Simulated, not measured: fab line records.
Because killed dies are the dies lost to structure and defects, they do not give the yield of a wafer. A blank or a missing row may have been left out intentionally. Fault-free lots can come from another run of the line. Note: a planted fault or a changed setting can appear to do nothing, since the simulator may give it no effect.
A single fault, viewed from 2 desks + flow sfq-line + every desk sees just its own numbers, and what lay behind them comes last

== FROM THE METROLOGY DESK ==
Lot by lot, what the gauges showed, no matter which tool ran the lot: averages of those sampled wafers that carry a number. Any lot whose mean is over 4 standard deviations away from the usual mean is out of limits and marked OUT; that distance is given in the brackets.
Columns: A = I1_BOW at SFQ_I1_BOW_MEAS_912, usual 2 um
| lot  | first seen here | A   |
|------|-----------------|-----|
| L380 | day 24 04:39    | -5  |
| L381 | day 25 12:06    | -11 |
| L382 | day 25 16:55    | 7   |
| L383 | day 26 00:34    | 2   |
| L384 | day 26 08:49    | 6   |
| L385 | day 27 07:44    | 9   |
| L388 | day 29 07:44    | 6   |
| L396 | day 32 10:38    | 4   |
| L397 | day 32 11:50    | 9   |
| L398 | day 33 02:38    | 5   |
| L399 | day 33 03:31    | 5   |
| L400 | day 33 08:53    | -12 |
| L401 | day 33 14:59    | 3   |
| L402 | day 34 14:58    | 1   |
This desk's finding: nothing out of limits on any of the 14 lots.

== TOOL OWNER'S DESK, cmp-02 ==
The tool's own readings at SFQ_TRILAYER_I1_CMP_CMP_046 (polishes SiO2): means of the sampled wafers that have a number, for each lot that ran on this tool. Any lot whose mean is over 4 standard deviations away from the usual mean is out of limits and marked OUT; that distance is given in the brackets.
Columns: A = motor-current-A at SFQ_TRILAYER_I1_CMP_CMP_046, usual 10.5 A; B = time-to-endpoint-s at SFQ_TRILAYER_I1_CMP_CMP_046, usual 217 s
| lot  | first seen here | A    | B   |
|------|-----------------|------|-----|
| L383 | day 25 22:03    | 11.4 | 227 |
| L384 | day 26 06:47    | 10.6 | 229 |
| L385 | day 27 04:44    | 11.1 | 219 |
| L388 | day 29 04:44    | 10.4 | 219 |
| L396 | day 32 07:38    | 10.8 | 227 |
| L398 | day 33 01:06    | 10.6 | 232 |
This desk's finding: nothing out of limits on any of the 6 lots.

== ALL TOGETHER ==
From the metrology desk's view, nothing was out of limits.
The desk of the tool owner found nothing out of limits.

== WHAT THE SIMULATOR PUT IN ==
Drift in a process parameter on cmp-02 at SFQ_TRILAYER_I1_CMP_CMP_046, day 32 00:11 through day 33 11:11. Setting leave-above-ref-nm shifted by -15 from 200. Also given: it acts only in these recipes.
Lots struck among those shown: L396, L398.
